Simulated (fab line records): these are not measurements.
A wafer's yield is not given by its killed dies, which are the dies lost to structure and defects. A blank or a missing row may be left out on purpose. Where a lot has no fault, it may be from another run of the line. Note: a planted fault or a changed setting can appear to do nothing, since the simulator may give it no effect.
What tool caused it? ; flow sky130 ; 12 lots with 36 wafers sampled at 2 steps, on a route of 708 steps

WHAT EACH GAUGE READ, for each wafer
SKY_FIELD_ISO_THK_MEAS_23. Usual: FIELD_ISO_OXIDATION_01_THK 10.02 nm, standard deviation 0.21.
lot;measured;on;FIELD_ISO_OXIDATION_01_THK (nm);flag
L595;day 2 08:08;film metro-04;9.83 9.95 9.82;
L596;day 2 17:54;film metro-01;9.64 9.58 9.64;
L598;day 3 05:59;film metro-01;10.15 10.20 10.05;
L600;day 3 14:17;film metro-01;10.22 10.09 9.93;
L601;day 3 15:24;film metro-04;10.14 10.46 10.19;
L602;day 4 01:38;film metro-04;10.29 10.09 10.19;
L603;day 4 04:24;film metro-01;9.88 9.94 10.03;
L607;day 4 23:17;film metro-04;10.25 10.26 10.17;
L608;day 5 04:36;film metro-04;10.26 10.14 10.17;
L609;day 5 07:26;film metro-04;10.06 10.08 10.02;
L617;day 7 10:10;film metro-01;10.02 10.00 10.03;
L618;day 7 10:10;film metro-04;9.76 10.17 9.97;

SKY_NWELL_THK_MEAS_02. Usual: NWELL_OXIDATION_THK 9.98 nm, standard deviation 0.2.
lot;measured;on;NWELL_OXIDATION_THK (nm);flag
L595;day 3 00:56;film metro-03;9.53 9.47 9.60;
L596;day 3 08:15;film metro-01;10.08 10.10 10.04;
L598;day 3 12:07;film metro-03;10.22 9.92 10.14;
L600;day 3 18:20;film metro-03;10.25 10.00 10.23;
L601;day 3 21:53;film metro-01;9.84 9.77 9.89;
L602;day 4 06:14;film metro-01;10.23 10.14 10.10;
L603;day 4 10:29;film metro-02;9.86 9.89 9.92;
L607;day 5 04:56;film metro-03;9.86 9.83 9.92;
L608;day 5 08:46;film metro-02;9.89 9.79 10.02;
L609;day 5 13:01;film metro-03;10.05 10.11 10.01;
L617;day 7 22:22;film metro-03;10.16 10.09 9.99;
L618;day 7 22:22;film metro-02;9.81 9.78 9.63;

EACH LOT AND THE TOOL THAT RAN IT (in order: tool; ch and the chambers of the sampled wafers; start)
No process step before these readings appears in the record.

AS READ BY THE TOOLS THEMSELVES (means over the sampled wafers that have a number; for cases with no such wafer, the mark the record gives instead)
The record holds no such reading with a usual standard deviation.

THE ANSWER, worked out from the rows above alone
Rule: take the mean of a lot's wafers that have a number; if it is more than 3 standard deviations from the usual mean, the lot is off. Also off: a lot with no number at a reading for which 4 or more lots have one. All remaining lots with rows at the step are treated as sound. After the gauges, taken in route order, come the tools' own readings; for these a lot's mean is taken, as printed above. At the first step where some lot is off, the reading lying furthest off is the one used; lots without a number count as furthest.
No lot is off on any of the readings shown, so nothing can be concluded from this.

WHAT THE SIMULATOR HAD PUT IN
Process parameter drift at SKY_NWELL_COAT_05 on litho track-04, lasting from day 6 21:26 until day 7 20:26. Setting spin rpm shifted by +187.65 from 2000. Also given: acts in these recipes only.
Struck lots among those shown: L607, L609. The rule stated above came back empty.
